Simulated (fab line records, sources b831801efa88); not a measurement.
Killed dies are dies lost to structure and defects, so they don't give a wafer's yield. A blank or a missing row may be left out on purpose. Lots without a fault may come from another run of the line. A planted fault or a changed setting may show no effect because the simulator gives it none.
Which tool did it? | flow sky130 | 7 lots, 21 wafers sampled, at 3 steps of a route of 708

WHAT THE GAUGES READ, wafer by wafer
SKY_VT_ADJUST_HVTP_OVL_MEAS_08.
lot  | measured     | on         | VT_ADJUST_HVTP_OVL (nm)
L767 | day 6 22:01  | overlay-02 | 1.2 1.5 1.7
L770 | day 7 09:20  | overlay-02 | 2.5 2.1 2.5
L772 | day 7 20:57  | overlay-02 | -1.5 -1.9 -1.9
L778 | day 9 07:39  | overlay-02 | -0.5 0.8 -0.6
L782 | day 10 05:22 | overlay-02 | 0.3 2.8 1.4
L786 | day 11 06:45 | overlay-01 | 2.6 3.9 4.7
L789 | day 12 08:36 | overlay-02 | -2.2 -0.1 1.3

WHICH TOOL RAN EACH LOT (tool, then ch and the chambers of the sampled wafers, then the start)
lot  | SKY_NWELL_RTA_28                 | SKY_VT_ADJUST_HVTP_SOFTBAKE_03
L767 | rtp_anneal-02 ch 0, day 6 02:38  | litho_track-01 ch 0, day 6 11:51
L770 | rtp_anneal-01 ch 0, day 6 12:43  | litho_track-04 ch 0, day 6 23:29
L772 | rtp_anneal-01 ch 0, day 7 01:42  | litho_track-04 ch 0, day 7 11:07
L778 | rtp_anneal-01 ch 0, day 8 09:47  | litho_track-02 ch 0, day 8 20:53
L782 | rtp_anneal-02 ch 0, day 9 07:34  | litho_track-04 ch 0, day 9 18:50
L786 | rtp_anneal-02 ch 0, day 10 07:23 | litho_track-01 ch 0, day 10 19:38
L789 | rtp_anneal-01 ch 0, day 11 08:52 | litho_track-04 ch 0, day 11 21:31
- SKY_NWELL_RTA_28: time 30 s.
- SKY_VT_ADJUST_HVTP_SOFTBAKE_03: time 60 s.

THE ANSWER, worked out from the rows above alone
Rule: what is usual is taken from the lots themselves. Put in order of their means at a reading, lots are off if they are a third of the lots or fewer, leave a main group of 4 or more, and stand apart from it by a gap of 3 or more times the standard deviation of the main group's means; of several such gaps the widest counts. A main group whose means are all the same, to the digits that the tables above print for the reading, isn't used. A lot without any number at a reading at which 4 lots or more have one is off too. The other lots that the step has rows for count as sound.
No lot is off at any reading shown: from this, nothing can be told.

WHAT THE SIMULATOR HAD PUT IN
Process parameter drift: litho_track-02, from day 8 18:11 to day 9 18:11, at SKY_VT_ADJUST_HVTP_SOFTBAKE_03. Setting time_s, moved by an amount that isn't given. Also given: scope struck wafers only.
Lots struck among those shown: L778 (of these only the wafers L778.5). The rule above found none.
